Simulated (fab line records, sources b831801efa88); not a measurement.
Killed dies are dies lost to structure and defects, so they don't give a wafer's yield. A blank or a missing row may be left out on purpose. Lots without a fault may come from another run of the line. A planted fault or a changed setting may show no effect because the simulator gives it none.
A struck lot beside a sound one | flow sky130 | 20 steps out of a route of 708
Sound: wafers L357.1, L357.5, L357.6. Struck: wafers L355.1, L355.4, L355.5. The cause comes at the end.
At each step with rows: each side's tool, then ch and its chambers, then its first start. Under that, the readings that differ: sound wafers | struck wafers | difference of the means | sigmas: that difference in standard deviations of wafers without a fault.
alike: readings whose means differ by less than 2 such deviations, and words and numbers that are the same on both sides. not compared: withheld readings, readings that some wafer has no value for, bounds like >300 that may hide the same value, and numbers for which the record gives no deviation and whose values overlap.
The two part at a step that has a row with sigmas, a row that says differs or no value, or rows on one side only. Numbers that don't overlap but have no deviation are shown without sigmas and don't part them. A reading that every wafer of one side lacks parts them only if that side has two wafers or more.

first, 1 step without rows for these wafers: SKY_SONOS_ONO_DEVELOP_12 (develop time 60 s).
SKY_SONOS_ONO_CD_MEAS_13: target cd 410 nm.
  sound on cd_sem-02, day 17 01:33; struck on cd_sem-01, day 16 10:08
  alike: cd_nm
SKY_SONOS_ONO_OVL_MEAS_14:
  sound on overlay-02, day 17 01:40; struck on overlay-01, day 16 10:16
  alike: SONOS_ONO_OVL
SKY_SONOS_ONO_ETCH_15: etches the open film in CHF3/O2, target depth 19.52 nm, time 7.8 s.
  sound on rie_diel-04 ch 0,2,3, day 17 01:42; struck on rie_diel-04 ch 1,2,3, day 16 10:17
  alike: chamber_pressure_mTorr, drypump_motor_current_A, oes_product_au, throttle_valve_pct
  not compared: rf_hours_counter_h
then, 1 step without rows for these wafers: SKY_SONOS_ONO_WET_ETCH_16 (etches SiO2 in dHF, target depth 14 nm, time 280 s).
SKY_SONOS_ONO_STRIP_17: strips in O2/N2.
  sound on plasma_asher-04 ch 0,1, day 17 01:49; struck on plasma_asher-04 ch 0,1, day 16 10:24
  alike: chamber_pressure_mTorr, drypump_motor_current_A, n2_flow_sccm, oes_product_au, strip_time_to_endpoint_s
  not compared: rf_hours_counter_h
then, 3 steps without rows for these wafers: SKY_SONOS_ONO_WET_ETCH_18 (etches Si3N4 in H3PO4, target depth 15 nm, time 172 s); SKY_GATE_OXIDE_CLEAN_00 (cleans in SC1/SC2, time 150 s); SKY_GATE_OXIDE_OXIDATION_01 (stabilise 600 s, purge 300 s, target thk 10.268 nm).
SKY_GATE_OXIDE_THK_MEAS_02:
  sound on film_metro-01, day 17 03:25; struck on film_metro-03, day 16 13:18
  alike: GATE_OXIDE_OXIDATION_00_THK
then, 2 steps without rows for these wafers: SKY_GATE_OXIDE_DEHYDRATE_03 (time 60 s); SKY_GATE_OXIDE_HMDS_04 (prime time 60 s).
SKY_GATE_OXIDE_COAT_05: resist thk 1140 nm.
  sound on litho_track-01 ch 0, day 17 17:29; struck on litho_track-03, day 17 03:04
  no value came back on the struck wafers for chill_plate_temp_C (C), dispense_pressure_kPa (kPa); on the sound wafers chill_plate_temp_C (C) reads 22.84 22.83 22.97
then, 4 steps without rows for these wafers: SKY_GATE_OXIDE_SOFTBAKE_06 (time 60 s); SKY_GATE_OXIDE_EXPOSE_07 (exposes mask LVOM, target cd 600 nm); SKY_GATE_OXIDE_PEB_08; SKY_GATE_OXIDE_DEVELOP_09 (develop time 60 s).
SKY_GATE_OXIDE_OVL_MEAS_10:
  sound on overlay-01, day 18 07:47; struck on overlay-01, day 17 17:51
  reading             | sound       | struck | difference                    | sigmas
  GATE_OXIDE_OVL (nm) | 2.2 0.7 2.0 | - - -  | no value on the struck wafers |
then, 1 step without rows for these wafers: SKY_GATE_OXIDE_IMPLANT_11.
-- the record jumps here: 31 days lie between the struck wafers' starts before and after (it left off in module GATE_OXIDE and takes up again in module PAD_OPEN, whose first step shown is number 708 of the route) --
SKY_PAD_OPEN_PROBE_99:
  sound on prober-01, day 49 10:13; struck on prober-01, day 48 22:39
  reading             | sound    | struck                                                               | difference                   | sigmas
  hold                | - - -    | await_dispo/6.5h/scrap await_dispo/6.5h/scrap await_dispo/6.5h/scrap | no value on the sound wafers |
  killed_at_front_end | 14 13 7  | 422 419 421                                                          | +409                         | +91
  killed_dies         | 76 84 69 | 492 492 492                                                          | +416                         | +46
  killed_on_rim       | 18 18 12 | 96 96 96                                                             | +80                          | +22
  alike: killed_at_M0_to_M3, killed_at_M4_up, killed_at_contacts, killed_at_other, killed_open, killed_short

WHERE THEY PART
First at SKY_GATE_OXIDE_COAT_05; last, within this record, at SKY_PAD_OPEN_PROBE_99.

WHY: what the simulator had put in
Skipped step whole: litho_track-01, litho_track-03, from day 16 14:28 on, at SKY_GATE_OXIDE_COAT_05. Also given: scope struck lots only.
